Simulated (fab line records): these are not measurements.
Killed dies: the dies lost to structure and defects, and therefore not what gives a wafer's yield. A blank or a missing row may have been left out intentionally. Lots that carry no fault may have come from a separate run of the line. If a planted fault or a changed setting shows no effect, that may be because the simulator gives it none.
What tool caused it? + flow sky130 + 36 wafers from 12 lots sampled at 3 of the route's 708 steps

## WHAT EACH GAUGE READ, for each wafer
SKY_METAL3_OVL_MEAS_14.
| lot  | measured     | on         | METAL3_OVL (nm) |
|------|--------------|------------|-----------------|
| L961 | day 38 15:53 | overlay-02 | -8 3 2          |
| L963 | day 39 07:06 | overlay-01 | 1 1 0           |
| L964 | day 40 07:30 | overlay-01 | 1 0 6           |
| L965 | day 40 13:47 | overlay-01 | 1 -4 0          |
| L970 | day 42 02:15 | overlay-01 | 9 8 8           |
| L973 | day 42 11:04 | overlay-02 | -2 -1 -7        |
| L974 | day 43 03:59 | overlay-01 | 7 8 1           |
| L975 | day 43 07:27 | overlay-01 | 6 0 6           |
| L976 | day 43 11:23 | overlay-02 | -2 -13 -6       |
| L980 | day 44 05:52 | overlay-01 | -13 -7 -12      |
| L981 | day 44 11:52 | overlay-01 | 2 2 -2          |
| L983 | day 45 01:12 | overlay-01 | -7 -10 -9       |

SKY_VIA3_BOW_MEAS_03.
| lot  | measured     | on            | VIA3_BOW (um) |
|------|--------------|---------------|---------------|
| L961 | day 38 17:22 | film metro-02 | 84 80 70      |
| L963 | day 39 08:46 | film metro-03 | 77 68 72      |
| L964 | day 40 08:59 | film metro-02 | 77 74 70      |
| L965 | day 40 15:16 | film metro-02 | 83 80 83      |
| L970 | day 42 03:44 | film metro-04 | 83 86 85      |
| L973 | day 42 12:56 | film metro-02 | 80 89 86      |
| L974 | day 43 05:29 | film metro-04 | 82 79 85      |
| L975 | day 43 09:07 | film metro-03 | 95 83 79      |
| L976 | day 43 12:54 | film metro-04 | 78 67 84      |
| L980 | day 44 07:26 | film metro-04 | 70 66 83      |
| L981 | day 44 13:43 | film metro-04 | 75 64 87      |
| L983 | day 45 02:45 | film metro-03 | 68 75 68      |

## TOOL THAT RAN EACH LOT (tool first, then ch and the chambers of the sampled wafers, then the start)
| lot  | SKY_VIA3_CMP_02               |
|------|-------------------------------|
| L961 | cmp-02 ch 1,2,3, day 38 17:07 |
| L963 | cmp-02 ch 1,2,3, day 39 08:31 |
| L964 | cmp-01 ch 0,3, day 40 08:41   |
| L965 | cmp-02 ch 0,2,3, day 40 15:04 |
| L970 | cmp-02 ch 2,3, day 42 03:29   |
| L973 | cmp-01 ch 0,1,2, day 42 12:45 |
| L974 | cmp-02 ch 1,2,3, day 43 05:16 |
| L975 | cmp-01 ch 0,2,3, day 43 08:49 |
| L976 | cmp-02 ch 1,3, day 43 12:39   |
| L980 | cmp-01 ch 0,1,2, day 44 07:14 |
| L981 | cmp-01 ch 0,1,2, day 44 13:31 |
| L983 | cmp-01 ch 0,1,3, day 45 02:33 |
- SKY_VIA3_CMP_02: polishes SiO2.

## AS READ BY THE TOOLS THEMSELVES (means over the sampled wafers that have a number; for cases with no such wafer, the mark the record gives instead)
SKY_VIA3_CMP_02.
| lot  | tool   | motor current A (A) |
|------|--------|---------------------|
| L961 | cmp-02 | 11.8                |
| L963 | cmp-02 | 11.7                |
| L964 | cmp-01 | 11.6                |
| L965 | cmp-02 | 11.5                |
| L970 | cmp-02 | 11.7                |
| L973 | cmp-01 | 11.8                |
| L974 | cmp-02 | 11.2                |
| L975 | cmp-01 | 10.8                |
| L976 | cmp-02 | 11.3                |
| L980 | cmp-01 | 11.7                |
| L981 | cmp-01 | 11.5                |
| L983 | cmp-01 | 10.9                |

## THE ANSWER, worked out from the rows above alone
Rule: the lots themselves supply what counts as usual. Put in order of their means at a reading, lots are off if they are a third of the lots or fewer, leave a main group of 4 or more, and stand apart from it by a gap of 3 or more times the standard deviation of the main group's means; of several such gaps the widest counts. A main group whose means are all the same, to the digits that the tables above print for the reading, isn't used. Also off: a lot with no number at a reading for which 4 or more lots have one. The other lots that the step has rows for count as sound. Order of review: gauges by route order, followed by the tools' own readings, for which a lot's mean as printed above is used. The first step at which some lot is off is used, and at that step the reading that is off furthest; a lot without a number counts as furthest.
Across all readings shown, no lot is off: no conclusion can be drawn from this.

## WHAT THE SIMULATOR PUT IN
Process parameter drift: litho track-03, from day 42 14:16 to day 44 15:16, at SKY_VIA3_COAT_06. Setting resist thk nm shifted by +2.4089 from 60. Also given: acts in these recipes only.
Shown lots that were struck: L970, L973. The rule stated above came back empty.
